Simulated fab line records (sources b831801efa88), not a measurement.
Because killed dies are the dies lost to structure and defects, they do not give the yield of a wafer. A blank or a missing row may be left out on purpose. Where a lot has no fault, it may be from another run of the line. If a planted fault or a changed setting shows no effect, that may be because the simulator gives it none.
Problem report in the 8D (eight disciplines) form, filled by code | flow gf180mcu | the parts of the form that need people (team, actions taken, sign-off) are left out

== 1. PROBLEM STATEMENT ==
Mean HV_LDD_CVD_56_THK at GF_HV_LDD_THK_MEAS_57: 58.8 nm over 6 wafers in 2 lots; fault-free wafers: 89.9 nm, standard deviation 0.94. That is -33 standard deviations from the usual mean.
First seen on wafer L359.1, day 14 23:04, on filmMetro-04. The record has a number at this step for 33 wafers belonging to 11 lots. The rule behind "out" and "out of limits": a value lying over 4 standard deviations away from the usual mean. The other wafers with a number count as sound.

== 2. WHAT IT IS, WHAT IT ISN'T ==
question                    | is                         | is not
which readings at this step | HV_LDD_CVD_56_THK          | -
which lots                  | L359, L362                 | L360, L361, L366, L369, L370, L371, L372, L373, L374
which wafers of those lots  | all that have a number     | -
read on which gauges        | filmMetro-02, filmMetro-04 | filmMetro-03
when                        | from day 14 23:04          | up to then (0 sound wafers); but 27 sound wafers of L360, L361, L366, L369, L370, L371, L372, L373, L374 came after

== 3. SUSPECTS, AND WHAT RULES EACH OUT ==
Counting: a tool at any process step up to the reading remains a suspect when it ran all the lots that are out and ran no sound lot after the first of those.
- the gauge at GF_HV_LDD_THK_MEAS_57 has been ruled out. The wafers that are out were read on 2 gauges (filmMetro-02, filmMetro-04).
- lpcvd-01 at GF_HV_LDD_CVD_56 (deposits Si3N4 from DCS/NH3, target thk 90 nm, time 1543 s): ruled out as a lasting fault. The sound lots L369, L371, L372, L374 went through it after L359, its earliest lot that is out (day 14 21:38).
Left after counting: nothing in the record.

== 4. THE CAUSE (what the simulator had put in) ==
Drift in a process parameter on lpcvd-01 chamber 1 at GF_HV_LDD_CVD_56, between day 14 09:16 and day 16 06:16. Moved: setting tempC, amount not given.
It was ruled out by counting, in error; the rule expects a fault to strike all lots run on its tool from its start on, and this fault did not.

== 5. SEQUENCE OF EFFECTS, ordered by route ==
One row per reading whose mean, taken over the struck wafers that have a number, lies over 3 standard deviations from the usual. Readings are gone through only where the record gives a usual standard deviation; hours: the median, over the lots, of the time from a lot's start at the first step in this table giving one to that lot's start at this step; sigmas: the change measured in usual standard deviations.
hours | step                  | reading           | usual      | on struck wafers | change | sigmas
0     | GF_HV_LDD_CVD_56      | spikeTcBottomC    | 788.7 C    | 767.3            | -21.4  | -7.6
0     | GF_HV_LDD_CVD_56      | spikeTcCentreC    | 770.8 C    | 749.8            | -21.0  | -17
0     | GF_HV_LDD_CVD_56      | spikeTcLowerC     | 770.2 C    | 750.4            | -19.8  | -14
0     | GF_HV_LDD_CVD_56      | spikeTcTopC       | 785 C      | 762              | -23    | -7.3
0     | GF_HV_LDD_CVD_56      | spikeTcUpperC     | 771.2 C    | 750.7            | -20.5  | -15
0     | GF_HV_LDD_CVD_56      | susceptorTempC    | 769.9 C    | 748.4            | -21.5  | -63
1     | GF_HV_LDD_THK_MEAS_57 | HV_LDD_CVD_56_THK | 89.9 nm    | 58.8             | -31.1  | -33
3     | GF_HV_LDD_ETCHBACK_58 | oesProductAu      | 0.842 a.u. | 0.683            | -0.159 | -24
The process steps in it:
- GF_HV_LDD_CVD_56: deposits Si3N4 from DCS/NH3, target thk 90 nm, time 1543 s.
- GF_HV_LDD_ETCHBACK_58: etches Si3N4 in CH3F/O2, stops on SiO2, time 100 s, target depth 90 nm.
Later steps that measure or inspect, where all struck wafers having a row at the step show a number for every such reading and not one has moved that far: GF_PSD_OVL_MEAS_08.

== 6. WHAT WOULD HAVE CAUGHT IT SOONER ==
The first out-of-limits reading at a measuring or inspecting step in this record came at day 14 23:04, 14 hours after the fault's start at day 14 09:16.
The tool's own readings at GF_HV_LDD_CVD_56 were out on every struck wafer that the step has a row for (spikeTcBottomC, spikeTcCentreC, spikeTcLowerC, spikeTcTopC, spikeTcUpperC, susceptorTempC): an alarm limit on them would have fired on the first of those.
